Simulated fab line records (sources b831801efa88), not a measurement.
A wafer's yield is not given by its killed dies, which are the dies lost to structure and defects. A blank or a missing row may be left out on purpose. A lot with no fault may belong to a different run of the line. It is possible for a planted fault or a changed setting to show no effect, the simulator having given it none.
Which tool did it? || flow sky130 || 33 wafers from 11 lots sampled at 6 of the route's 708 steps

## WHAT THE GAUGES READ, wafer by wafer
SKY_SONOS_TUNNEL_TW_MEAS_12.
{"lot": "L182", "measured": "day 12 00:55", "on": "filmMetro-03", "SONOS_TUNNEL_TW": "198.1 198.7 198.8"}
{"lot": "L184", "measured": "day 12 09:25", "on": "filmMetro-02", "SONOS_TUNNEL_TW": "198.0 196.6 197.3"}
{"lot": "L187", "measured": "day 13 10:40", "on": "filmMetro-01", "SONOS_TUNNEL_TW": "194.9 195.2 196.5"}
{"lot": "L193", "measured": "day 15 09:08", "on": "filmMetro-02", "SONOS_TUNNEL_TW": "197.8 197.2 197.5"}
{"lot": "L194", "measured": "day 15 12:44", "on": "filmMetro-02", "SONOS_TUNNEL_TW": "197.8 197.6 196.6"}
{"lot": "L195", "measured": "day 15 23:24", "on": "filmMetro-02", "SONOS_TUNNEL_TW": "197.2 198.4 197.2"}
{"lot": "L196", "measured": "day 16 13:44", "on": "filmMetro-02", "SONOS_TUNNEL_TW": "197.9 197.8 198.3"}
{"lot": "L197", "measured": "day 16 15:31", "on": "filmMetro-03", "SONOS_TUNNEL_TW": "200.8 199.9 198.0"}
{"lot": "L198", "measured": "day 16 19:55", "on": "filmMetro-02", "SONOS_TUNNEL_TW": "199.0 198.5 197.8"}
{"lot": "L200", "measured": "day 17 18:43", "on": "filmMetro-01", "SONOS_TUNNEL_TW": "194.5 194.1 194.9"}
{"lot": "L203", "measured": "day 18 15:40", "on": "filmMetro-02", "SONOS_TUNNEL_TW": "198.6 198.9 198.8"}

SKY_LDD_HVN_TW_MEAS_10.
{"lot": "L182", "measured": "day 21 00:43", "on": "filmMetro-01", "LDD_HVN_TW": "1426 1426 1417"}
{"lot": "L184", "measured": "day 21 12:10", "on": "filmMetro-03", "LDD_HVN_TW": "1449 1458 1462"}
{"lot": "L187", "measured": "day 22 16:35", "on": "filmMetro-03", "LDD_HVN_TW": "30 30 30 30 30 30"}
{"lot": "L193", "measured": "day 24 23:08", "on": "filmMetro-01", "LDD_HVN_TW": "1432 1430 1425"}
{"lot": "L194", "measured": "day 24 23:26", "on": "filmMetro-03", "LDD_HVN_TW": "1452 1457 1461"}
{"lot": "L195", "measured": "day 25 11:10", "on": "filmMetro-01", "LDD_HVN_TW": "1425 1421 1421"}
{"lot": "L196", "measured": "day 26 03:53", "on": "filmMetro-01", "LDD_HVN_TW": "1425 1425 1425"}
{"lot": "L197", "measured": "day 26 07:08", "on": "filmMetro-04", "LDD_HVN_TW": "1430 1434 1436"}
{"lot": "L198", "measured": "day 26 09:46", "on": "filmMetro-04", "LDD_HVN_TW": "1434 1434 1429"}
{"lot": "L200", "measured": "day 27 09:19", "on": "filmMetro-01", "LDD_HVN_TW": "1428 1428 1433"}
{"lot": "L203", "measured": "day 28 03:44", "on": "filmMetro-03", "LDD_HVN_TW": "1450 1441 1443"}

SKY_POLY_CUT_CD_MEAS_08 targets a cd of 270 nm.
{"lot": "L182", "measured": "day 24 23:29", "on": "cdSem-02", "cdNm (nm)": "270.5 269.9 270.7"}
{"lot": "L184", "measured": "day 25 09:01", "on": "cdSem-01", "cdNm (nm)": "272.9 272.5 272.8"}
{"lot": "L193", "measured": "day 28 16:10", "on": "cdSem-01", "cdNm (nm)": "269.8 269.7 269.2"}
{"lot": "L194", "measured": "day 28 17:31", "on": "cdSem-02", "cdNm (nm)": "271.4 270.2 270.9"}
{"lot": "L195", "measured": "day 29 02:53", "on": "cdSem-01", "cdNm (nm)": "270.2 266.9 268.6"}
{"lot": "L196", "measured": "day 29 19:39", "on": "cdSem-01", "cdNm (nm)": "271.8 271.6 271.8"}
{"lot": "L197", "measured": "day 29 22:59", "on": "cdSem-01", "cdNm (nm)": "270.7 269.9 272.3"}
{"lot": "L198", "measured": "day 30 02:05", "on": "cdSem-01", "cdNm (nm)": "268.5 267.8 267.3"}
{"lot": "L200", "measured": "day 31 00:07", "on": "cdSem-02", "cdNm (nm)": "268.4 270.4 269.9"}
{"lot": "L203", "measured": "day 31 17:17", "on": "cdSem-02", "cdNm (nm)": "270.1 270.1 268.8"}

SKY_SD_N_CD_MEAS_07 targets a cd of 380 nm.
{"lot": "L182", "measured": "day 28 14:07", "on": "cdSem-01", "cdNm (nm)": "372.9 372.2 374.8"}
{"lot": "L184", "measured": "day 28 23:46", "on": "cdSem-01", "cdNm (nm)": "383.9 383.4 385.5"}
{"lot": "L193", "measured": "day 32 03:28", "on": "cdSem-01", "cdNm (nm)": "381.7 379.4 381.6"}
{"lot": "L194", "measured": "day 32 04:22", "on": "cdSem-01", "cdNm (nm)": "379.7 379.5 379.1"}
{"lot": "L195", "measured": "day 32 14:01", "on": "cdSem-02", "cdNm (nm)": "380.3 378.7 377.5"}
{"lot": "L196", "measured": "day 33 04:56", "on": "cdSem-01", "cdNm (nm)": "379.2 378.1 378.0"}
{"lot": "L197", "measured": "day 33 09:49", "on": "cdSem-01", "cdNm (nm)": "381.5 380.7 380.8"}
{"lot": "L198", "measured": "day 33 11:55", "on": "cdSem-01", "cdNm (nm)": "376.9 376.8 377.2"}
{"lot": "L200", "measured": "day 34 08:31", "on": "cdSem-01", "cdNm (nm)": "380.8 382.4 383.2"}
{"lot": "L203", "measured": "day 35 01:20", "on": "cdSem-01", "cdNm (nm)": "382.7 379.2 379.7"}

## EACH LOT AND THE TOOL THAT RAN IT (in order: tool; ch and the chambers of the sampled wafers; start)
{"lot": "L182", "SKY_LDD_P_STRIP_10": "plasmaAsher-03 ch 0,1, day 19 17:56", "SKY_LDD_HVN_STRIP_09": "plasmaAsher-02 ch 0, day 21 00:37"}
{"lot": "L184", "SKY_LDD_P_STRIP_10": "plasmaAsher-01 ch 0,1, day 20 04:59", "SKY_LDD_HVN_STRIP_09": "plasmaAsher-03 ch 0,1, day 21 12:04"}
{"lot": "L187", "SKY_LDD_P_STRIP_10": "plasmaAsher-03 ch 0,1, day 21 08:56", "SKY_LDD_HVN_STRIP_09": "plasmaAsher-02 ch 0,1, day 22 16:31"}
{"lot": "L193", "SKY_LDD_P_STRIP_10": "plasmaAsher-01 ch 0,1, day 23 17:29", "SKY_LDD_HVN_STRIP_09": "plasmaAsher-03 ch 0,1, day 24 23:01"}
{"lot": "L194", "SKY_LDD_P_STRIP_10": "plasmaAsher-01 ch 0,1, day 23 17:50", "SKY_LDD_HVN_STRIP_09": "plasmaAsher-02 ch 0,1, day 24 23:19"}
{"lot": "L195", "SKY_LDD_P_STRIP_10": "plasmaAsher-03 ch 0,1, day 24 05:05", "SKY_LDD_HVN_STRIP_09": "plasmaAsher-03 ch 0,1, day 25 11:04"}
{"lot": "L196", "SKY_LDD_P_STRIP_10": "plasmaAsher-03 ch 0,1, day 24 21:59", "SKY_LDD_HVN_STRIP_09": "plasmaAsher-02 ch 0,1, day 26 03:47"}
{"lot": "L197", "SKY_LDD_P_STRIP_10": "plasmaAsher-03 ch 0,1, day 25 01:26", "SKY_LDD_HVN_STRIP_09": "plasmaAsher-02 ch 0,1, day 26 07:02"}
{"lot": "L198", "SKY_LDD_P_STRIP_10": "plasmaAsher-01 ch 0,1, day 25 04:20", "SKY_LDD_HVN_STRIP_09": "plasmaAsher-02 ch 0,1, day 26 09:40"}
{"lot": "L200", "SKY_LDD_P_STRIP_10": "plasmaAsher-03 ch 0,1, day 26 04:47", "SKY_LDD_HVN_STRIP_09": "plasmaAsher-03 ch 0,1, day 27 09:13"}
{"lot": "L203", "SKY_LDD_P_STRIP_10": "plasmaAsher-03 ch 0,1, day 26 22:04", "SKY_LDD_HVN_STRIP_09": "plasmaAsher-01 ch 0,1, day 28 03:38"}
- SKY_LDD_P_STRIP_10: strips in O2/N2.
- SKY_LDD_HVN_STRIP_09: strips in O2/N2.

## AS READ BY THE TOOLS THEMSELVES (means over the sampled wafers that have a number; for cases with no such wafer, the mark the record gives instead)
SKY_LDD_P_STRIP_10.
{"lot": "L182", "tool": "plasmaAsher-03", "drypumpMotorCurrentA (A)": 6.05, "oesProductAu (a.u.)": 0.721, "stripTimeToEndpointS (s)": 14.23}
{"lot": "L184", "tool": "plasmaAsher-01", "drypumpMotorCurrentA (A)": 5.81, "oesProductAu (a.u.)": 0.713, "stripTimeToEndpointS (s)": 14.20}
{"lot": "L187", "tool": "plasmaAsher-03", "drypumpMotorCurrentA (A)": 6.14, "oesProductAu (a.u.)": 0.947, "stripTimeToEndpointS (s)": "-"}
{"lot": "L193", "tool": "plasmaAsher-01", "drypumpMotorCurrentA (A)": 5.82, "oesProductAu (a.u.)": 0.718, "stripTimeToEndpointS (s)": 14.11}
{"lot": "L194", "tool": "plasmaAsher-01", "drypumpMotorCurrentA (A)": 5.63, "oesProductAu (a.u.)": 0.716, "stripTimeToEndpointS (s)": 14.19}
{"lot": "L195", "tool": "plasmaAsher-03", "drypumpMotorCurrentA (A)": 6.12, "oesProductAu (a.u.)": 0.717, "stripTimeToEndpointS (s)": 14.16}
{"lot": "L196", "tool": "plasmaAsher-03", "drypumpMotorCurrentA (A)": 6.03, "oesProductAu (a.u.)": 0.717, "stripTimeToEndpointS (s)": 14.18}
{"lot": "L197", "tool": "plasmaAsher-03", "drypumpMotorCurrentA (A)": 6.14, "oesProductAu (a.u.)": 0.719, "stripTimeToEndpointS (s)": 14.16}
{"lot": "L198", "tool": "plasmaAsher-01", "drypumpMotorCurrentA (A)": 5.80, "oesProductAu (a.u.)": 0.718, "stripTimeToEndpointS (s)": 14.19}
{"lot": "L200", "tool": "plasmaAsher-03", "drypumpMotorCurrentA (A)": 6.13, "oesProductAu (a.u.)": 0.718, "stripTimeToEndpointS (s)": 14.13}
{"lot": "L203", "tool": "plasmaAsher-03", "drypumpMotorCurrentA (A)": 6.13, "oesProductAu (a.u.)": 0.718, "stripTimeToEndpointS (s)": 14.20}

SKY_LDD_HVN_STRIP_09.
{"lot": "L182", "tool": "plasmaAsher-02", "drypumpMotorCurrentA (A)": 5.8, "oesProductAu (a.u.)": 0.411, "stripTimeToEndpointS (s)": 4.178}
{"lot": "L184", "tool": "plasmaAsher-03", "drypumpMotorCurrentA (A)": 6.1, "oesProductAu (a.u.)": 0.404, "stripTimeToEndpointS (s)": 4.144}
{"lot": "L187", "tool": "plasmaAsher-02", "drypumpMotorCurrentA (A)": 5.4, "oesProductAu (a.u.)": 0.629, "stripTimeToEndpointS (s)": 9.390}
{"lot": "L193", "tool": "plasmaAsher-03", "drypumpMotorCurrentA (A)": 6.1, "oesProductAu (a.u.)": 0.405, "stripTimeToEndpointS (s)": 4.148}
{"lot": "L194", "tool": "plasmaAsher-02", "drypumpMotorCurrentA (A)": 5.6, "oesProductAu (a.u.)": 0.410, "stripTimeToEndpointS (s)": 4.140}
{"lot": "L195", "tool": "plasmaAsher-03", "drypumpMotorCurrentA (A)": 6.1, "oesProductAu (a.u.)": 0.407, "stripTimeToEndpointS (s)": 4.126}
{"lot": "L196", "tool": "plasmaAsher-02", "drypumpMotorCurrentA (A)": 5.6, "oesProductAu (a.u.)": 0.405, "stripTimeToEndpointS (s)": 4.134}
{"lot": "L197", "tool": "plasmaAsher-02", "drypumpMotorCurrentA (A)": 5.6, "oesProductAu (a.u.)": 0.408, "stripTimeToEndpointS (s)": 4.138}
{"lot": "L198", "tool": "plasmaAsher-02", "drypumpMotorCurrentA (A)": 5.5, "oesProductAu (a.u.)": 0.409, "stripTimeToEndpointS (s)": 4.122}
{"lot": "L200", "tool": "plasmaAsher-03", "drypumpMotorCurrentA (A)": 6.1, "oesProductAu (a.u.)": 0.411, "stripTimeToEndpointS (s)": 4.140}
{"lot": "L203", "tool": "plasmaAsher-01", "drypumpMotorCurrentA (A)": 5.6, "oesProductAu (a.u.)": 0.407, "stripTimeToEndpointS (s)": 4.135}

## THE ANSWER, worked out from the rows above alone
Rule: the lots themselves supply what counts as usual. Put in order of their means at a reading, lots are off if they are a third of the lots or fewer, leave a main group of 4 or more, and stand apart from it by a gap of 3 or more times the standard deviation of the main group's means; of several such gaps the widest counts. If all means in a main group match to the digits the tables above print for the reading, that group is not used. A lot without any number at a reading at which 4 lots or more have one is off too. All remaining lots with rows at the step are treated as sound. Order of review: gauges by route order, followed by the tools' own readings, for which a lot's mean as printed above is used. The first step at which some lot is off is used, and at that step the reading that is off furthest; a lot without a number counts as furthest.
Off: L187, at SKY_LDD_HVN_TW_MEAS_10 (LDD_HVN_TW). Main group: mean 1435, sd 12.
If a tool, at a process step before that reading, ran all the lots that are off and no sound lot after the first of them, it fits. The gauges at SKY_LDD_HVN_TW_MEAS_10 aren't tried: what is off there is off at SKY_LDD_P_STRIP_10 too, on other tools, and a gauge's error can't cause that. Not one of the candidates tried fits.

## WHAT HAD BEEN PUT IN BY THE SIMULATOR
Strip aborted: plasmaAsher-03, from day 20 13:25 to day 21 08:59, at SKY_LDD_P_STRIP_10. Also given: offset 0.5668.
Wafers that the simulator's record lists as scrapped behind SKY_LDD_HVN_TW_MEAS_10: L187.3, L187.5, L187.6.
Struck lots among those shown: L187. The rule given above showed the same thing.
